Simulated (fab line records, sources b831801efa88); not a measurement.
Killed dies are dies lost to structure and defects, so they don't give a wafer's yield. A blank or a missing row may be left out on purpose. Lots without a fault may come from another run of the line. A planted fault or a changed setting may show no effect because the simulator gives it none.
Tool commonality check | flow gf180mcu | 13 lots, 39 wafers sampled

WHY IT WAS OPENED
At GF_V2_CD_MEAS_14 the reading cd_nm is flagged on 3 of 13 lots. Wafers without a fault read 259.7 nm, standard deviation 0.98.
Rule: a lot is flagged when every wafer of it that has a number lies more than 4 standard deviations from that mean, or none has a number. The other lots count as sound.

lot  | measured     | on        | cd_nm (nm), wafer by wafer | flag
L853 | day 20 09:11 | cd_sem-02 | 259.7 258.7 259.4          |
L855 | day 21 10:28 | cd_sem-02 | 259.6 260.1 259.3          |
L857 | day 21 17:27 | cd_sem-01 | 259.0 258.9 258.7          |
L858 | day 22 03:37 | cd_sem-01 | 260.6 260.4 260.7          |
L859 | day 22 15:32 | cd_sem-01 | 262.3 261.7 262.2          |
L863 | day 24 05:10 | cd_sem-01 | 267.1 266.0 265.8          | FLAGGED
L864 | day 24 11:13 | cd_sem-02 | 267.8 266.3 266.9          | FLAGGED
L865 | day 24 21:07 | cd_sem-01 | 265.7 266.1 264.7          | FLAGGED
L866 | day 25 00:33 | cd_sem-01 | 260.1 259.8 261.4          |
L871 | day 26 10:13 | cd_sem-01 | 260.6 258.6 258.2          |
L872 | day 26 20:01 | cd_sem-02 | 259.5 259.8 259.3          |
L874 | day 27 12:49 | cd_sem-01 | 260.3 260.0 260.6          |
L875 | day 27 19:56 | cd_sem-02 | 259.2 259.1 259.0          |
The numbers of the flagged lots are 266.3 nm on average: +6.6 nm against the usual, or +7 standard deviations.

WHICH TOOL RAN EACH LOT
The record holds 4 process steps before the reading, out of a route of 602 steps. In each cell: the tool, then ch and the chambers that the sampled wafers went through, then the start.
lot  | flag    | GF_V1_SPUTTER_21             | GF_M2_SPUTTER_04             | GF_V2_CMP_04                  | GF_V2_SOFTBAKE_10
L853 |         | pvd_sputter-03, day 18 04:50 | pvd_sputter-04, day 18 05:43 | cmp-02 ch 0,2,3, day 19 07:44 | litho_track-01 ch 0, day 19 20:00
L855 |         | pvd_sputter-03, day 19 08:23 | pvd_sputter-01, day 19 09:15 | cmp-01 ch 0,1,2, day 20 10:38 | litho_track-04 ch 0, day 20 23:00
L857 |         | pvd_sputter-03, day 19 15:02 | pvd_sputter-02, day 19 15:55 | cmp-01 ch 0,1,3, day 20 17:10 | litho_track-04 ch 0, day 21 05:00
L858 |         | pvd_sputter-03, day 20 02:19 | pvd_sputter-04, day 20 03:11 | cmp-01 ch 1,2, day 21 03:44   | litho_track-02 ch 0, day 21 15:00
L859 |         | pvd_sputter-01, day 20 14:33 | pvd_sputter-02, day 20 15:26 | cmp-01 ch 2,3, day 21 16:08   | litho_track-01 ch 0, day 22 03:00
L863 | FLAGGED | pvd_sputter-01, day 22 05:23 | pvd_sputter-04, day 22 06:15 | cmp-01 ch 0,1, day 23 06:40   | litho_track-04 ch 0, day 23 18:00
L864 | FLAGGED | pvd_sputter-03, day 22 12:13 | pvd_sputter-04, day 22 13:07 | cmp-02 ch 0,3, day 23 12:10   | litho_track-04 ch 0, day 23 23:00
L865 | FLAGGED | pvd_sputter-04, day 22 22:25 | pvd_sputter-02, day 22 23:18 | cmp-02 ch 1,3, day 23 23:04   | litho_track-04 ch 0, day 24 09:00
L866 |         | pvd_sputter-01, day 23 01:25 | pvd_sputter-04, day 23 02:17 | cmp-02 ch 0,1,3, day 24 02:04 | litho_track-01 ch 0, day 24 13:00
L871 |         | pvd_sputter-04, day 24 14:41 | pvd_sputter-02, day 24 15:34 | cmp-01 ch 1,3, day 25 13:29   | litho_track-01 ch 0, day 26 00:00
L872 |         | pvd_sputter-01, day 24 23:22 | pvd_sputter-01, day 25 00:20 | cmp-02 ch 1,2, day 25 22:37   | litho_track-02 ch 0, day 26 09:00
L874 |         | pvd_sputter-04, day 25 17:10 | pvd_sputter-01, day 25 18:02 | cmp-02 ch 0,2,3, day 26 16:19 | litho_track-02 ch 0, day 27 02:00
L875 |         | pvd_sputter-01, day 26 00:16 | pvd_sputter-04, day 26 01:21 | cmp-01 ch 0,3, day 26 22:57   | litho_track-04 ch 0, day 27 09:00
What these steps do:
- GF_V1_SPUTTER_21: material Ti, target thk 15 nm, time 80.02 s.
- GF_M2_SPUTTER_04: material TiN, target thk 50 nm, time 41.7 s.
- GF_V2_CMP_04: polishes SiO2.
- GF_V2_SOFTBAKE_10: time 60 s.
- GF_V2_CD_MEAS_14: target cd 260 nm.

FLAGGED OVER TOTAL, TOOL BY TOOL (the gauges that took the reading come last)
step              | tool           | lots run | flagged | share of the flagged lots | sound lots run after its first flagged lot
GF_V1_SPUTTER_21  | pvd_sputter-01 | 5        | 1       | some                      | 3 (L866,L872,L875)
GF_V1_SPUTTER_21  | pvd_sputter-03 | 5        | 1       | some                      | 0
GF_V1_SPUTTER_21  | pvd_sputter-04 | 3        | 1       | some                      | 2 (L871,L874)
GF_M2_SPUTTER_04  | pvd_sputter-01 | 3        | 0       | none                      | -
GF_M2_SPUTTER_04  | pvd_sputter-02 | 4        | 1       | some                      | 1 (L871)
GF_M2_SPUTTER_04  | pvd_sputter-04 | 6        | 2       | some                      | 2 (L866,L875)
GF_V2_CMP_04      | cmp-01         | 7        | 1       | some                      | 2 (L871,L875)
GF_V2_CMP_04      | cmp-02         | 6        | 2       | some                      | 3 (L866,L872,L874)
GF_V2_SOFTBAKE_10 | litho_track-01 | 4        | 0       | none                      | -
GF_V2_SOFTBAKE_10 | litho_track-02 | 3        | 0       | none                      | -
GF_V2_SOFTBAKE_10 | litho_track-04 | 6        | 3       | all                       | 1 (L875)
GF_V2_CD_MEAS_14  | cd_sem-01      | 8        | 2       | some                      | 3 (L866,L871,L874)
GF_V2_CD_MEAS_14  | cd_sem-02      | 5        | 1       | some                      | 2 (L872,L875)

WHAT THE TABLE ALLOWS
1 row of the table ran every flagged lot: litho_track-04 at GF_V2_SOFTBAKE_10.
- litho_track-04 at GF_V2_SOFTBAKE_10: 3 of its 6 lots flagged. Sound lots ran on it after the first flagged one (L875), which a lasting fault on the whole tool wouldn't allow. Its own readings lie more than 4 standard deviations out on every wafer of the flagged lots: heater_power_total_W, plate_temp_C.
No row of the table ran every flagged lot and no sound lot after the first.

WHAT THE SIMULATOR HAD PUT IN
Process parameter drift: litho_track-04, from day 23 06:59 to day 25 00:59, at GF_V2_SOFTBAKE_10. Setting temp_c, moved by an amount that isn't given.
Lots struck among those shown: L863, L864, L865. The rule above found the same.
